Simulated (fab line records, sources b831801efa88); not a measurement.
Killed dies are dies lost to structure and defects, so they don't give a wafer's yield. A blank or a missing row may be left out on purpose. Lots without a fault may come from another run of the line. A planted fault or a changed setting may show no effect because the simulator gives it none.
A struck lot beside a sound one | flow sfq_line | 19 steps out of a route of 325
Sound: wafers L206.1, L206.4, L206.6. Struck: wafers L214.1, L214.2, L214.6. The cause comes at the end.
At each step with rows: each side's tool, then ch and its chambers, then its first start. Under that, the readings that differ: sound wafers | struck wafers | difference of the means | sigmas: that difference in standard deviations of wafers without a fault.
alike: readings whose means differ by less than 2 such deviations, and words and numbers that are the same on both sides. not compared: withheld readings, readings that some wafer has no value for, bounds like >300 that may hide the same value, and numbers for which the record gives no deviation and whose values overlap.
The two part at a step that has a row with sigmas, a row that says differs or no value, or rows on one side only. Numbers that don't overlap but have no deviation are shown without sigmas and don't part them. A reading that every wafer of one side lacks parts them only if that side has two wafers or more.

first, 2 steps without rows for these wafers: SFQ_TRILAYER_JJ_CE_LITHO_PEB_117 (peb time 60 s); SFQ_TRILAYER_JJ_CE_LITHO_DEVELOP_116 (time 60 s).
SFQ_JJ_OVL_MEAS_931:
  sound on overlay-01, day 60 16:42; struck on overlay-02, day 62 23:30
  reading     | sound  | struck   | difference | sigmas
  J5_OVL (nm) | 6 7 14 | -1 -4 -1 | -11        | -2
SFQ_TRILAYER_JJ_CE_METRO_MEASURE_117:
  sound on cd_sem-01, day 60 16:44; struck on cd_sem-02, day 62 23:32
  alike: cd_nm
SFQ_TRILAYER_JJ_CE_BARC_OPEN_RIE_150: chemistry O2, target BARC, target depth 240 nm, time 80 s.
  sound on rie_metal-03 ch 0,1, day 60 17:56; struck on rie_metal-02 ch 0,1, day 63 00:44
  alike: drypump_motor_current_A, he_backside_leak_sccm, oes_product_au
  not compared: rf_hours_counter_h
SFQ_TRILAYER_JJ_CE_ETCH_RIE_118: chemistry SF6, target Nb, stops on Al2O3, time 97.7 s, target depth 170 nm.
  sound on rie_metal-03 ch 0,1, day 60 18:02; struck on rie_metal-02 ch 0,1, day 63 00:49
  alike: drypump_motor_current_A, he_backside_leak_sccm, oes_product_au
  not compared: rf_hours_counter_h
then, 1 step without rows for these wafers: SFQ_TRILAYER_JJ_ANODIZE_ANODIZE_119.
SFQ_TRILAYER_JJ_CE_STRIP_STRIP_120: strips in O2.
  sound on rie_metal-04 ch 0,1, day 60 18:38; struck on rie_metal-02 ch 0,1, day 63 01:26
  reading                      | sound          | struck         | difference | sigmas
  he_backside_leak_sccm (sccm) | 3.35 5.55 3.86 | 3.96 3.32 3.31 | -0.72      | -3
  alike: drypump_motor_current_A, oes_product_au
  not compared: rf_hours_counter_h
then, 4 steps without rows for these wafers: SFQ_TRILAYER_JJ_CE_STRIP_SOLV_CLEAN_121 (cleans in NMP, time 600 s); SFQ_TRILAYER_M5_LITHO_COAT_128 (resist thk 62 nm); SFQ_TRILAYER_M5_LITHO_COAT_123 (resist thk 600 nm); SFQ_TRILAYER_M5_LITHO_SOFTBAKE_127.
-- the record jumps here: 4 days lie between the struck wafers' starts before and after --
SFQ_TRILAYER_M5_LITHO_EXPOSE_124: exposes mask M5, target cd 700 nm.
  sound on krf_scanner-01 ch 0, day 65 07:48; struck on krf_scanner-02 ch 0, day 67 09:06
  reading              | sound                | struck               | difference | sigmas
  exposure_dose_mJ_cm2 | 14.408 14.411 14.399 | 15.309 15.338 15.316 | +0.915     | +57
  alike: mask
then, 2 steps without rows for these wafers: SFQ_TRILAYER_M5_LITHO_PEB_126 (peb time 60 s); SFQ_TRILAYER_M5_LITHO_DEVELOP_125 (time 60 s).
SFQ_M5_OVL_MEAS_932:
  sound on overlay-02, day 65 09:18; struck on overlay-02, day 67 10:36
  alike: M5_OVL
SFQ_TRILAYER_M5_BARC_OPEN_METAL_ETCH_161: etches BARC in O2, target depth 125 nm, time 41.7 s.
  sound on rie_metal-04 ch 0,1, day 65 09:20; struck on rie_metal-01 ch 0,1, day 67 10:38
  reading             | sound             | struck          | difference | sigmas
  model.M5.cd_nm (nm) | 703.3 701.6 702.1 | 691 689.9 690.6 | -12        |
  alike: drypump_motor_current_A, he_backside_leak_sccm, oes_product_au
  not compared: rf_hours_counter_h
SFQ_TRILAYER_M5_ETCH_METAL_ETCH_126: etches Nb in Cl2/BCl3, stops on SiO2, time 203.2 s, target depth 265 nm.
  sound on rie_metal-04 ch 0,1, day 65 09:24; struck on rie_metal-01 ch 0,1, day 67 10:42
  reading             | sound             | struck            | difference | sigmas
  model.M5.cd_nm (nm) | 701.3 699.5 698.1 | 690.2 687.8 688.6 | -10.8      |
  alike: drypump_motor_current_A, he_backside_leak_sccm, oes_product_au
  not compared: rf_hours_counter_h
SFQ_TRILAYER_M5_STRIP_STRIP_127: strips in O2.
  sound on rie_metal-04 ch 0,1, day 65 09:35; struck on rie_metal-01 ch 0,1, day 67 10:53
  alike: drypump_motor_current_A, he_backside_leak_sccm, oes_product_au
  not compared: rf_hours_counter_h

WHERE THEY PART
First at SFQ_JJ_OVL_MEAS_931; last, within this record, at SFQ_TRILAYER_M5_LITHO_EXPOSE_124. Later steps at which nothing parts them and some readings are alike: SFQ_M5_OVL_MEAS_932, SFQ_TRILAYER_M5_BARC_OPEN_METAL_ETCH_161, SFQ_TRILAYER_M5_ETCH_METAL_ETCH_126, SFQ_TRILAYER_M5_STRIP_STRIP_127.

WHY: what the simulator had put in
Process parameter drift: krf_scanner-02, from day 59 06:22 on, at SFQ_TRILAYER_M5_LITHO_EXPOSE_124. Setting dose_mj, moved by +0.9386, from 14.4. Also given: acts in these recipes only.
